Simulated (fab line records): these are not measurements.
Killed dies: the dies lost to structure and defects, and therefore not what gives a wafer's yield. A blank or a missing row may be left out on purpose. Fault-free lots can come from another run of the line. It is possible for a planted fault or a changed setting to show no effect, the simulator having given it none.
A single fault, viewed from 2 desks :: flow sky130 :: every desk sees just its own numbers, and what lay behind them comes last

## AT THE METROLOGY DESK
What the gauges read, lot by lot, whatever tool the lot ran on: means of the sampled wafers that have a number. Any lot whose mean is over 4 standard deviations away from the usual mean is out of limits and marked OUT; that distance is given in the brackets.
Columns: A = SD_N_OVL at SKY_SD_N_OVL_MEAS_08, usual 0.9 nm; B = cd nm at SKY_LI_CONTACT_CD_MEAS_12, usual 170.1 nm
lot: L784
first seen here: day 28 05:40
A: 1.8
B: 168.6

lot: L785
first seen here: day 28 17:56
A: 1.3
B: 173.1

lot: L786
first seen here: day 29 00:25
A: 1.0
B: 168.2

lot: L787
first seen here: day 29 18:48
A: 0.7
B: 172.3

lot: L790
first seen here: day 30 20:05
A: -0.2
B: 170.3

lot: L794
first seen here: day 32 09:23
A: 0.7
B: 170.3

lot: L796
first seen here: day 32 13:23
A: -0.3
B: 170.3

lot: L797
first seen here: day 33 02:29
A: 0.9
B: 171.0

lot: L800
first seen here: day 33 16:59
A: -0.5
B: 170.5

lot: L802
first seen here: day 34 08:58
A: -0.5
B: 172.1

lot: L805
first seen here: day 35 09:55
A: 1.2
B: 166.5

lot: L804
first seen here: day 35 13:57
A: 1.9
B: 172.1

lot: L806
first seen here: day 35 18:43
A: 1.1
B: 169.4

lot: L807
first seen here: day 35 18:59
A: 3.0
B: 171.6
This desk found nothing out of limits on any of the 14 lots.

## FOR THE TOOL OWNER'S DESK: litho track-03
At SKY_LI_CONTACT_SOFTBAKE_08 (time 90 s), the tool's own readings, given per lot that ran on this tool as the mean of the sampled wafers with a number. Any lot whose mean is over 4 standard deviations away from the usual mean is out of limits and marked OUT; that distance is given in the brackets.
Columns: A = heater power total W at SKY_LI_CONTACT_SOFTBAKE_08, usual 57.35 W; B = plate temp C at SKY_LI_CONTACT_SOFTBAKE_08, usual 100.00 C; C = resist line temp C at SKY_LI_CONTACT_SOFTBAKE_08, usual 23.00 C
lot: L785
first seen here: day 29 09:00
A: 57.25
B: 99.86
C: 22.83

lot: L787
first seen here: day 30 10:00
A: 57.42
B: 99.95
C: 22.97

lot: L794
first seen here: day 33 00:00
A: 56.01 (-11) OUT
B: 98.35 (-15) OUT
C: 22.90

lot: L796
first seen here: day 33 04:00
A: 56.11 (-10) OUT
B: 98.29 (-16) OUT
C: 22.95

lot: L804
first seen here: day 36 04:00
A: 57.35
B: 100.04
C: 23.08

lot: L806
first seen here: day 36 09:00
A: 57.38
B: 100.05
C: 23.02
Finding of this desk: L794, L796 out of limits; the first was L794 at day 33 00:00, on heater power total W at SKY_LI_CONTACT_SOFTBAKE_08. L785, L787, L804, L806: within limits.

## PUT TOGETHER
The tool owner's desk could have raised an alarm at day 33 00:00, on L794, L796.
From the metrology desk's view, nothing was out of limits.
The metrology desk holds a record of L794, L796, inside its limits.
Every lot named ran SKY_LI_CONTACT_SOFTBAKE_08 on litho track-03.

## WHAT THE SIMULATOR PUT IN
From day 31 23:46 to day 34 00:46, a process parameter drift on litho track-03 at SKY_LI_CONTACT_SOFTBAKE_08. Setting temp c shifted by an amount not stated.
Shown lots that were struck: L794, L796.
How many hours passed from the start of the fault until each desk's first out-of-limits reading: the tool owner's desk, 24.
